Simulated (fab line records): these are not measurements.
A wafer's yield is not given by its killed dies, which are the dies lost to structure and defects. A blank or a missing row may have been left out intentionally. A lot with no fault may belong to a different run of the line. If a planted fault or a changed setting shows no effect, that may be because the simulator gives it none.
Struck lot and sound lot, side by side + flow gf180mcu + 15 steps out of a route of 602
Sound: these wafers, L431.3, L431.4, L431.5. Struck: wafers L447.1, L447.4, L447.5. At the end, the cause is stated.
Per side, at each step with rows, come the tool, then ch with its chambers, and then its first start. Under that, the readings that differ: sound wafers + struck wafers + difference of the means + sigmas: that difference in standard deviations of wafers without a fault.
alike: words and numbers the same on both sides, and readings whose means are apart by under 2 such deviations; not compared: readings that were withheld, readings missing a value for some wafer, numbers with overlapping values and no deviation given by the record, and bounds like >300 which may hide the same value.
The two part at a step that has a row with sigmas, a row that says differs or no value, or rows on one side only. Numbers that don't overlap but have no deviation are shown without sigmas and don't part them. Lack of a reading on every wafer of one side parts them only where that side has two or more wafers.

first, 1 step without rows for these wafers: GF_LVPWELL_DEVELOP_06 (develop time 60 s).
GF_LVPWELL_OVL_MEAS_07:
  sound on overlay-01 at day 5 03:38; struck on overlay-01 at day 8 21:08
  alike: LVPWELL_OVL
then, 2 steps without rows for these wafers: GF_LVPWELL_IMPLANT_08; GF_LVPWELL_IMPLANT_09.
GF_LVPWELL_STRIP_10: strips in O2/N2.
  sound on plasmaAsher-04 ch 0,1, day 5 03:59; struck on plasmaAsher-04 ch 0,1, day 8 21:28
| reading                  | sound             | struck            | difference | sigmas |
|--------------------------|-------------------|-------------------|------------|--------|
| stripTimeToEndpointS (s) | 37.24 37.31 37.26 | 37.05 37.00 37.11 | -0.22      | -2     |
  alike: drypumpMotorCurrentA, heaterPowerW, oesProductAu
  not compared: rfHoursCounterH
GF_LVPWELL_TW_MEAS_11:
  sound on filmMetro-01 at day 5 04:04; struck on filmMetro-02 at day 8 21:34
  alike: LVPWELL_TW
then, 6 steps without rows for these wafers: GF_MVSD_DEHYDRATE_00 (time 60 s); GF_MVSD_HMDS_01 (prime time 60 s); GF_MVSD_COAT_02 (resist thk 3000 nm); GF_MVSD_SOFTBAKE_03; GF_MVSD_EXPOSE_04 (exposes mask MVSD, target cd 1000 nm); GF_MVSD_PEB_05.
GF_MVSD_DEVELOP_06: develop time 60 s.
  sound on lithoTrack-02 ch 0, day 5 18:00; struck on lithoTrack-04 ch 0, day 9 16:00
| reading            | sound             | struck            | difference | sigmas |
|--------------------|-------------------|-------------------|------------|--------|
| developerTempC (C) | 23.07 23.12 23.04 | 22.31 22.21 22.07 | -0.88      | -10    |
GF_MVSD_OVL_MEAS_07:
  sound on overlay-01 at day 5 18:30; struck on overlay-02 at day 9 16:52
  alike: MVSD_OVL
-- the record jumps here: 26 days lie between the struck wafers' starts before and after (it left off in module MVSD and takes up again in module PASSIVATION, whose first step shown is number 602 of the route) --
GF_PASSIVATION_PROBE_99:
  only the struck wafers here have rows in the record (prober-02, day 35 06:10); the sound ones have none

## WHERE THEY PART
First at GF_LVPWELL_STRIP_10; last, within this record, at GF_PASSIVATION_PROBE_99.

WHY: whatever the simulator had introduced
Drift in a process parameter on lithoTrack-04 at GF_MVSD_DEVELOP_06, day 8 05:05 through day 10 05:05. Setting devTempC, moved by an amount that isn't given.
